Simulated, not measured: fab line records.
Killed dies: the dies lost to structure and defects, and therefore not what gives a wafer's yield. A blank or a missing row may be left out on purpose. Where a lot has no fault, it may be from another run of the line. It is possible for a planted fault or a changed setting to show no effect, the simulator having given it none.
Code-filled problem report in 8D (eight disciplines) form    flow sky130    the parts of the form that need people (team, actions taken, sign-off) are left out

== 1. PROBLEM STATEMENT ==
Wafers without a fault read 0.855 a.u., standard deviation 0.0058; oes product au at SKY_METAL1_METAL_ETCH_19 reads a mean of 0.804 a.u. on 6 wafers belonging to 2 lots. Relative to the usual mean, that is a shift of -8.9 standard deviations.
The step: etches the open film in Cl2/BCl3, stops on SiO2, target depth 360 nm, time 78 s.
Seen first at day 35 21:15 on rie metal-04, wafer L178.1. The record has a number at this step for 33 wafers belonging to 11 lots. The rule behind "out" and "out of limits": a value lying over 4 standard deviations away from the usual mean. Any other wafer with a number is counted as sound.

== 2. WHAT THIS IS AND IS NOT ==
question                     is                      is not
which readings at this step  oes product au          drypump motor current A, throttle valve pct
which lots                   L178, L179              L168, L169, L171, L173, L176, L186, L187, L189, L191
which wafers of those lots   all that have a number  -
read on which tools          rie metal-04            rie metal-01, rie metal-03
when                         from day 35 21:15       up to then (15 sound wafers); but 12 sound wafers of L186, L187, L189, L191 came after

== 3. SUSPECTS, AND WHAT RULES EACH OUT ==
Counting: a tool at any process step up to the reading remains a suspect when it ran all the lots that are out and ran no sound lot after the first of those.
- pvd sputter-04 at SKY_CONTACT_SPUTTER_23 (material TiN, target thk 20 nm, time 80 s): kept. It processed each lot that is out, first L178 at day 34 18:23, and no sound lot thereafter; up to then, the last sound lot it processed was L176 at day 34 14:55.
- rie metal-04 at SKY_METAL1_METAL_ETCH_19 (etches the open film in Cl2/BCl3, stops on SiO2, target depth 360 nm, time 78 s): ruled out as a lasting fault. Following L178 (day 35 21:15), the first lot on it that is out, the sound lots L189 were run on it.
The count leaves pvd sputter-04 at SKY_CONTACT_SPUTTER_23.

== 4. THE CAUSE (what the simulator had put in) ==
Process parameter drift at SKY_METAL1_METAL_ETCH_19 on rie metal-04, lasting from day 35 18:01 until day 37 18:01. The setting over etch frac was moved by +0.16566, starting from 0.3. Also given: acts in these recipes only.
Counting ruled it out, wrongly.

== 5. THE CHAIN OF EFFECTS, in route order ==
Rows list readings where the struck wafers' mean (over those with a number) sits beyond 3 standard deviations from the usual. Only readings whose record carries a usual standard deviation are examined. hours: median over the lots of the time between each lot's start at the first step of this table that gives one and its start at this step. sigmas: the change, counted in usual standard deviations.
hours  step                      reading                   usual       on struck wafers  change  sigmas
0      SKY_METAL1_METAL_ETCH_19  oes product au            0.855 a.u.  0.804             -0.051  -8.9
0      SKY_METAL1_STRIP_20       strip time to endpoint s  2.68 s      2.34              -0.34   -8.3
Its process steps:
- SKY_METAL1_METAL_ETCH_19: etches the open film in Cl2/BCl3, stops on SiO2, target depth 360 nm, time 78 s.
- SKY_METAL1_STRIP_20: strips in O2/N2.

== 6. HOW IT WOULD HAVE BEEN CAUGHT EARLIER ==
In this record no reading fell out of limits until day 35 21:15, 3 hours after the fault had begun at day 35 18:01.
